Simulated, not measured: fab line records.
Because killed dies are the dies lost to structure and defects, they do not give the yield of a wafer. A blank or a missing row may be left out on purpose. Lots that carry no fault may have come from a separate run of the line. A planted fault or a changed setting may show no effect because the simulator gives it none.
Which tool did it? | flow sfq_line | 42 wafers from 14 lots sampled at 3 of the route's 325 steps

## WHAT EACH GAUGE READ, for each wafer
SFQ_M6_RS_MEAS_938: uses a four-point probe to measure. Usual: for M6_NB_RS the level is 0.889 ohm/sq and the standard deviation is 0.012.
lot  | measured     | on            | M6_NB_RS (ohm/sq) | flag
L666 | day 59 03:00 | film_metro-03 | 0.878 0.886 0.873 |
L667 | day 60 04:47 | film_metro-04 | 0.920 0.915 0.913 |
L668 | day 60 06:00 | film_metro-03 | 0.877 0.889 0.890 |
L669 | day 60 08:25 | film_metro-03 | 0.880 0.870 0.877 |
L670 | day 64 07:44 | film_metro-02 | 0.893 0.886 0.887 |
L671 | day 65 17:57 | film_metro-02 | 0.884 0.880 0.881 |
L673 | day 65 21:32 | film_metro-02 | 0.888 0.900 0.902 |
L675 | day 66 01:08 | film_metro-02 | 0.890 0.894 0.901 |
L679 | day 71 12:11 | film_metro-04 | 0.589 0.887 0.590 | OFF
L681 | day 71 20:26 | film_metro-03 | 0.915 0.895 0.886 |
L682 | day 71 22:49 | film_metro-02 | 0.899 0.590 0.593 | OFF
L685 | day 72 10:35 | film_metro-03 | 0.883 0.903 0.890 |
L687 | day 72 15:25 | film_metro-04 | 0.872 0.872 0.878 |
L689 | day 73 03:26 | film_metro-04 | 0.881 0.885 0.886 |

## TOOL THAT RAN EACH LOT (tool first, then ch and the chambers of the sampled wafers, then the start)
lot  | SFQ_TRILAYER_M5_STRIP_STRIP_127   | SFQ_TRILAYER_M6_DEP_SPUTTER_157
L666 | rie_metal-01 ch 0,1, day 52 08:52 | pvd_sputter-06, day 59 02:53
L667 | rie_metal-03 ch 0,1, day 52 10:04 | pvd_sputter-04, day 60 04:41
L668 | rie_metal-01 ch 0,1, day 52 11:16 | pvd_sputter-04, day 60 05:55
L669 | rie_metal-03 ch 0,1, day 52 12:28 | pvd_sputter-06, day 60 08:19
L670 | rie_metal-01 ch 0,1, day 54 18:19 | pvd_sputter-06, day 64 07:38
L671 | rie_metal-03 ch 0,1, day 54 20:43 | pvd_sputter-06, day 65 17:50
L673 | rie_metal-01 ch 0,1, day 55 01:04 | pvd_sputter-04, day 65 21:26
L675 | rie_metal-01 ch 0,1, day 55 19:08 | pvd_sputter-05, day 66 01:02
L679 | rie_metal-03 ch 0,1, day 60 19:36 | pvd_sputter-06, day 71 12:04
L681 | rie_metal-03 ch 0,1, day 62 04:51 | pvd_sputter-04, day 71 20:19
L682 | rie_metal-04 ch 0,1, day 62 05:51 | pvd_sputter-06, day 71 22:42
L685 | rie_metal-01 ch 0,1, day 62 09:27 | pvd_sputter-04, day 72 10:30
L687 | rie_metal-04 ch 0,1, day 67 09:23 | pvd_sputter-05, day 72 15:18
L689 | rie_metal-03 ch 0,1, day 68 13:35 | pvd_sputter-05, day 73 03:18
- SFQ_TRILAYER_M5_STRIP_STRIP_127: strips in O2.
- SFQ_TRILAYER_M6_DEP_SPUTTER_157: material Nb, target thk 200 nm, time 133.3 s.

## AS READ BY THE TOOLS THEMSELVES (means over the sampled wafers that have a number; for cases with no such wafer, the mark the record gives instead)
SFQ_TRILAYER_M5_STRIP_STRIP_127. Usual: drypump_motor_current_A 5.7 A, standard deviation 0.47; oes_product_au 1.000 a.u., standard deviation 0.012; platen_temp_c 39.98 C, standard deviation 0.11.
lot  | tool         | drypump_motor_current_A (A) | oes_product_au (a.u.) | platen_temp_c (C) | flag
L666 | rie_metal-01 | 6.0                         | 1.001                 | 40.07             |
L667 | rie_metal-03 | 5.7                         | 0.999                 | 39.91             |
L668 | rie_metal-01 | 5.9                         | 1.001                 | 39.94             |
L669 | rie_metal-03 | 5.9                         | 1.000                 | 40.02             |
L670 | rie_metal-01 | 5.6                         | 1.004                 | 39.90             |
L671 | rie_metal-03 | 5.9                         | 1.001                 | 40.02             |
L673 | rie_metal-01 | 5.6                         | 1.000                 | 39.99             |
L675 | rie_metal-01 | 5.6                         | 0.995                 | 39.98             |
L679 | rie_metal-03 | 5.9                         | 0.983                 | 39.93             |
L681 | rie_metal-03 | 5.9                         | 0.983                 | 39.96             |
L682 | rie_metal-04 | 5.1                         | 1.017                 | 39.90             |
L685 | rie_metal-01 | 6.0                         | 1.013                 | 40.07             |
L687 | rie_metal-04 | 5.1                         | 1.017                 | 40.08             |
L689 | rie_metal-03 | 5.7                         | 0.996                 | 39.93             |

SFQ_TRILAYER_M6_DEP_SPUTTER_157. Usual: throttle_valve_pct 29.8 %, standard deviation 1.
lot  | tool           | throttle_valve_pct (%) | flag
L666 | pvd_sputter-06 | 29.9                   |
L667 | pvd_sputter-04 | 31.0                   |
L668 | pvd_sputter-04 | 29.6                   |
L669 | pvd_sputter-06 | 30.0                   |
L670 | pvd_sputter-06 | 29.5                   |
L671 | pvd_sputter-06 | 28.9                   |
L673 | pvd_sputter-04 | 31.7                   |
L675 | pvd_sputter-05 | 29.2                   |
L679 | pvd_sputter-06 | 29.1                   |
L681 | pvd_sputter-04 | 30.3                   |
L682 | pvd_sputter-06 | 29.6                   |
L685 | pvd_sputter-04 | 30.5                   |
L687 | pvd_sputter-05 | 29.1                   |
L689 | pvd_sputter-05 | 29.3                   |

## THE ANSWER, worked out from the rows above alone
Rule: lot off if the mean of its wafers having a number is beyond 3 standard deviations from the usual mean. Also off: a lot with no number at a reading for which 4 or more lots have one. The other lots that the step has rows for count as sound. First the gauges in route order, then the tools' own readings, where a lot's mean is used as printed above. The first step at which some lot is off is used, and at that step the reading that is off furthest; a lot without a number counts as furthest.
Off: at SFQ_M6_RS_MEAS_938 (M6_NB_RS), L679, L682.
A tool fits if, at a process step before that reading, it ran every lot that is off, and no sound lot after the first of them. The gauges at SFQ_M6_RS_MEAS_938 are tried like those tools. One fits: SFQ_TRILAYER_M6_DEP_SPUTTER_157 on pvd_sputter-06. Its last sound lot is L671 (day 65 17:50), its first lot that is off L679 (day 71 12:04): a fault that began between those two fits.

## WHAT THE SIMULATOR PUT IN
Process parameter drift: pvd_sputter-06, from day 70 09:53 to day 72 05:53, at SFQ_TRILAYER_M6_DEP_SPUTTER_157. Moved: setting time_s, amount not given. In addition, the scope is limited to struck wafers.
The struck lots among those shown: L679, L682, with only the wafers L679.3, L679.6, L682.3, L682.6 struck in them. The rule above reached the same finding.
